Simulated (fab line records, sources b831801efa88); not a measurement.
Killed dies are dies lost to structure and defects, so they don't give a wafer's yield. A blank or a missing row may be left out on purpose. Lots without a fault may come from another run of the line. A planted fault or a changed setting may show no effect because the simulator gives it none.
A struck lot beside a sound one | flow sky130 | 44 steps out of a route of 708
Sound: wafers L915.1, L915.2, L915.3. Struck: wafers L906.2, L906.4, L906.5. The cause comes at the end.
At each step with rows: each side's tool, then ch and its chambers, then its first start. Under that, the readings that differ: sound wafers | struck wafers | difference of the means | sigmas: that difference in standard deviations of wafers without a fault.
alike: readings whose means differ by less than 2 such deviations, and words and numbers that are the same on both sides. not compared: withheld readings, readings that some wafer has no value for, bounds like >300 that may hide the same value, and numbers for which the record gives no deviation and whose values overlap.
The two part at a step that has a row with sigmas, a row that says differs or no value, or rows on one side only. Numbers that don't overlap but have no deviation are shown without sigmas and don't part them. A reading that every wafer of one side lacks parts them only if that side has two wafers or more.

first, 1 step without rows for these wafers: SKY_SONOS_ONO_CVD_04 (deposits SiO2 from SiH4/N2O, target thk 5.7199 nm).
SKY_SONOS_ONO_THK_MEAS_05:
  sound on film_metro-03, day 16 08:41; struck on film_metro-01, day 13 09:03
  alike: SONOS_ONO_CVD_04_THK
then, 7 steps without rows for these wafers: SKY_SONOS_ONO_DEHYDRATE_06 (time 60 s); SKY_SONOS_ONO_HMDS_07 (prime time 60 s); SKY_SONOS_ONO_COAT_08 (resist thk 1155 nm); SKY_SONOS_ONO_SOFTBAKE_09 (time 60 s); SKY_SONOS_ONO_EXPOSE_10 (exposes mask ONOM, target cd 410 nm); SKY_SONOS_ONO_PEB_11; SKY_SONOS_ONO_DEVELOP_12 (develop time 60 s).
SKY_SONOS_ONO_CD_MEAS_13: target cd 410 nm.
  sound on cd_sem-02, day 17 14:07; struck on cd_sem-02, day 14 10:07
  alike: cd_nm
SKY_SONOS_ONO_OVL_MEAS_14:
  sound on overlay-02, day 17 14:14; struck on overlay-02, day 14 10:13
  alike: SONOS_ONO_OVL
SKY_SONOS_ONO_ETCH_15: etches the open film in CHF3/O2, target depth 19.52 nm, time 7.8 s.
  sound on rie_diel-02 ch 0,1,2, day 17 14:16; struck on rie_diel-03 ch 1,2, day 14 10:15
  alike: chf3_flow_sccm, drypump_motor_current_A, oes_product_au, throttle_valve_pct
  not compared: rf_hours_counter_h
SKY_SONOS_ONO_WET_ETCH_16: etches SiO2 in dHF, target depth 14 nm, time 280 s.
  sound on wet_bench-01 ch 2, day 17 14:17; struck on wet_bench-04 ch 3, day 14 10:16
  reading                                    | sound           | struck          | difference | sigmas
  run_length_s (s)                           | 311 311 311     | 570 570 570     | +259       | +74
  model.SiO2_of_FIELD_ISO_CVD_24.thk_nm (nm) | 382.7 384 382.5 | 369.7 370 369.6 | -13.3      |
SKY_SONOS_ONO_STRIP_17: strips in O2/N2.
  sound on plasma_asher-01 ch 0,1, day 17 14:23; struck on plasma_asher-01 ch 0,1, day 14 10:22
  alike: drypump_motor_current_A, oes_product_au, strip_time_to_endpoint_s
  not compared: rf_hours_counter_h
then, 3 steps without rows for these wafers: SKY_SONOS_ONO_WET_ETCH_18 (etches Si3N4 in H3PO4, target depth 15 nm, time 172 s); SKY_GATE_OXIDE_CLEAN_00 (cleans in SC1/SC2, time 150 s); SKY_GATE_OXIDE_OXIDATION_01 (stabilise 600 s, purge 300 s, target thk 10.268 nm).
SKY_GATE_OXIDE_THK_MEAS_02:
  sound on film_metro-01, day 17 16:47; struck on film_metro-03, day 14 12:50
  reading                          | sound             | struck            | difference | sigmas
  GATE_OXIDE_OXIDATION_00_THK (nm) | 10.41 10.60 10.57 | 10.04 10.10 10.22 | -0.41      | -2
then, 7 steps without rows for these wafers: SKY_GATE_OXIDE_DEHYDRATE_03 (time 60 s); SKY_GATE_OXIDE_HMDS_04 (prime time 60 s); SKY_GATE_OXIDE_COAT_05 (resist thk 1140 nm); SKY_GATE_OXIDE_SOFTBAKE_06 (time 60 s); SKY_GATE_OXIDE_EXPOSE_07 (exposes mask LVOM, target cd 600 nm); SKY_GATE_OXIDE_PEB_08; SKY_GATE_OXIDE_DEVELOP_09 (develop time 60 s).
SKY_GATE_OXIDE_OVL_MEAS_10:
  sound on overlay-02, day 18 22:37; struck on overlay-01, day 15 14:47
  reading             | sound          | struck      | difference | sigmas
  GATE_OXIDE_OVL (nm) | -3.5 -1.3 -2.6 | 2.2 0.3 1.4 | +3.8       | +3
then, 2 steps without rows for these wafers: SKY_GATE_OXIDE_IMPLANT_11; SKY_GATE_OXIDE_WET_ETCH_12 (etches SiO2 in dHF, target depth 16.8 nm, time 319.8 s).
SKY_GATE_OXIDE_STRIP_13: strips in O2/N2.
  sound on plasma_asher-01 ch 0,1, day 18 22:55; struck on plasma_asher-03 ch 0,1, day 15 15:10
  alike: drypump_motor_current_A, oes_product_au, strip_time_to_endpoint_s
  not compared: rf_hours_counter_h
SKY_GATE_OXIDE_TW_MEAS_14:
  sound on film_metro-01, day 18 23:01; struck on film_metro-03, day 15 15:17
  alike: GATE_OXIDE_TW
then, 3 steps without rows for these wafers: SKY_GATE_OXIDE_CLEAN_15 (cleans in SC1/SC2, time 150 s); SKY_GATE_OXIDE_OXIDATION_16 (stabilise 600 s, purge 300 s, target thk 3.57 nm); SKY_POLY_GATE_CVD_00 (deposits poly-Si, target thk 180 nm, time 720 s).
SKY_POLY_GATE_THK_MEAS_01:
  sound on film_metro-04, day 19 02:32; struck on film_metro-04, day 15 18:45
  alike: POLY_GATE_CVD_00_THK
then, 8 steps without rows for these wafers: SKY_RES_PROTECT_DEHYDRATE_00 (time 60 s); SKY_RES_PROTECT_HMDS_01 (prime time 60 s); SKY_RES_PROTECT_COAT_02 (resist thk 1140 nm); SKY_RES_PROTECT_SOFTBAKE_03 (time 60 s); SKY_RES_PROTECT_EXPOSE_04 (exposes mask RPM, target cd 1270 nm); SKY_RES_PROTECT_PEB_05; SKY_RES_PROTECT_DEVELOP_06 (develop time 60 s); SKY_POLY_GATE_IMPLANT_02.
-- the record jumps here: 14 days lie between the struck wafers' starts before and after (it left off in module POLY_GATE and takes up again in module SALICIDE, whose first step shown is number 361 of the route) --
SKY_SALICIDE_CLEAN_00: cleans in HF-last, time 30 s.
  sound on wet_bench-02 ch 1, day 32 22:01; struck on wet_bench-03 ch 2, day 29 20:11
  reading                                    | sound             | struck            | difference | sigmas
  model.SiO2_of_FIELD_ISO_CVD_24.thk_nm (nm) | 358.3 359.6 358.2 | 345.7 345.8 345.4 | -13.1      |
-- the record jumps here: 18 days lie between the struck wafers' starts before and after (it left off in module SALICIDE and takes up again in module PAD_OPEN, whose first step shown is number 708 of the route) --
SKY_PAD_OPEN_PROBE_99:
  sound on prober-02, day 49 07:23; struck on prober-01, day 47 09:37
  reading                                   | sound                | struck               | difference | sigmas
  model.etest.cap_li_to_poly.c_af_um2       | 92.14 92.51 93.55    | 88.66 90.14 88.44    | -3.65      |
  model.etest.sram_nfet_pass.off_log10_a_um | -12.49 -12.53 -12.61 | -12.12 -12.17 -12.39 | +0.32      |
  alike: killed_at_M0_to_M3, killed_at_M4_up, killed_at_contacts, killed_at_front_end, killed_at_other, killed_dies, killed_open, killed_short

WHERE THEY PART
First at SKY_SONOS_ONO_WET_ETCH_16; last, within this record, at SKY_GATE_OXIDE_OVL_MEAS_10. Later steps at which nothing parts them and some readings are alike: SKY_GATE_OXIDE_STRIP_13, SKY_GATE_OXIDE_TW_MEAS_14, SKY_POLY_GATE_THK_MEAS_01, SKY_PAD_OPEN_PROBE_99.

WHY: what the simulator had put in
Process parameter drift: wet_bench-04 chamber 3, from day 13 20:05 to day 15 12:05, at SKY_SONOS_ONO_WET_ETCH_16. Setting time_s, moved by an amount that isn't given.
